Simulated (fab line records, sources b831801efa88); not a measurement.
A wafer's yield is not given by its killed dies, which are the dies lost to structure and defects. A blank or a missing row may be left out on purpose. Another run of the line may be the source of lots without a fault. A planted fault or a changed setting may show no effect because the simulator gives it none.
Chamber matching || flow sfqLine || 4 sister chambers for SFQ_TRILAYER_A5B_CMP_CMP_130 on cmp-02
The step polishes, stops on Nb, target thk 340.7 nm. 4 wafers are shown with their chamber, then 7 later ones without.

== WAFERS, EACH WITH ITS CHAMBER ==
{"wafer": "L496.5", "chamber": 2, "motorCurrentA (A)": 9.4}
{"wafer": "L500.5", "chamber": 0, "motorCurrentA (A)": 11.4}
{"wafer": "L505.1", "chamber": 3, "motorCurrentA (A)": 10.5}
{"wafer": "L505.2", "chamber": 1, "motorCurrentA (A)": 9.9}

== WAFERS WITH NO CHAMBER GIVEN ==
{"wafer": "L505.6", "motorCurrentA (A)": 10.0}
{"wafer": "L506.4", "motorCurrentA (A)": 10.9}
{"wafer": "L506.2", "motorCurrentA (A)": 9.1}
{"wafer": "L506.3", "motorCurrentA (A)": 9.4}
{"wafer": "L510.1", "motorCurrentA (A)": 11.3}
{"wafer": "L510.2", "motorCurrentA (A)": 9.8}
{"wafer": "L510.4", "motorCurrentA (A)": 10.5}

== CHAMBER TAKEN BY EACH ==
{"wafer": "L505.6", "from the rows above": 1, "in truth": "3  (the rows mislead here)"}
{"wafer": "L506.4", "from the rows above": "can't be placed: 3 or 0", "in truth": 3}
{"wafer": "L506.2", "from the rows above": 2, "in truth": 2}
{"wafer": "L506.3", "from the rows above": 2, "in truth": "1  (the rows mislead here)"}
{"wafer": "L510.1", "from the rows above": 0, "in truth": 0}
{"wafer": "L510.2", "from the rows above": "can't be placed: 1 or 2", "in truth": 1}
{"wafer": "L510.4", "from the rows above": 3, "in truth": 3}
3 of 7 placed correctly. Cannot be placed on the basis of these rows: 2; the candidates contain the true chamber in 2. Number placed wrongly: 2.
How it was worked out, from the rows above alone: a wafer's distance from a chamber is the root of the sum, over the readings, of the square of ((its reading less the chamber's mean) divided by the reading's scatter). If the next closest chamber is less than 2 further off than the closest, the wafer can't be placed; otherwise it belongs to the closest. Each chamber's mean is taken over the wafers shown for it. The scatter: with one shown wafer a chamber, the root of the mean of the squares of how far each hidden wafer lies from its nearest shown one.
